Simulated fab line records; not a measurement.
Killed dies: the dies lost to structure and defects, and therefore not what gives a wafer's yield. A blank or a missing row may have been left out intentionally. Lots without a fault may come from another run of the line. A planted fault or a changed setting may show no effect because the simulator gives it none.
Matching of chambers    flow sky130    SKY_VIA2_CMP_02 on cmp-02: 4 sister chambers
The step polishes SiO2. 4 wafers are shown with their chamber, then 8 later ones without.

WAFERS WITH THEIR CHAMBER
wafer   chamber  motor current A (A)
L934.2  0        11.5
L937.5  2        11.2
L937.6  1        13.3
L940.4  3        11.3

WAFERS WITH NO CHAMBER GIVEN
wafer   motor current A (A)
L940.5  11.0
L940.6  11.2
L942.3  14.2
L942.4  11.7
L942.5  12.1
L945.2  11.8
L945.4  13.7
L945.6  11.9

WHICH CHAMBER EACH WENT THROUGH
wafer   from the rows above                in truth
L940.5  can't be placed: 2 or 3 or 0       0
L940.6  can't be placed: 2 or 3 or 0       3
L942.3  1                                  1
L942.4  can't be placed: 0 or 3 or 2       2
L942.5  can't be placed: 0 or 3 or 2 or 1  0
L945.2  can't be placed: 0 or 3 or 2       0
L945.4  1                                  1
L945.6  can't be placed: 0 or 3 or 2       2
Correct placement for 2 of the 8. Not placeable from these rows: 6 (in 6, the candidates include the true chamber). Wrongly placed: 0.
How it was worked out, from the rows above alone: a wafer's distance from a chamber is the root of the sum, over the readings, of the square of ((its reading less the chamber's mean) divided by the reading's scatter). If the next closest chamber is less than 2 further off than the closest, the wafer can't be placed; otherwise it belongs to the closest. Each chamber's mean is taken over the wafers shown for it. The scatter: with one shown wafer a chamber, the root of the mean of the squares of how far each hidden wafer lies from its nearest shown one.
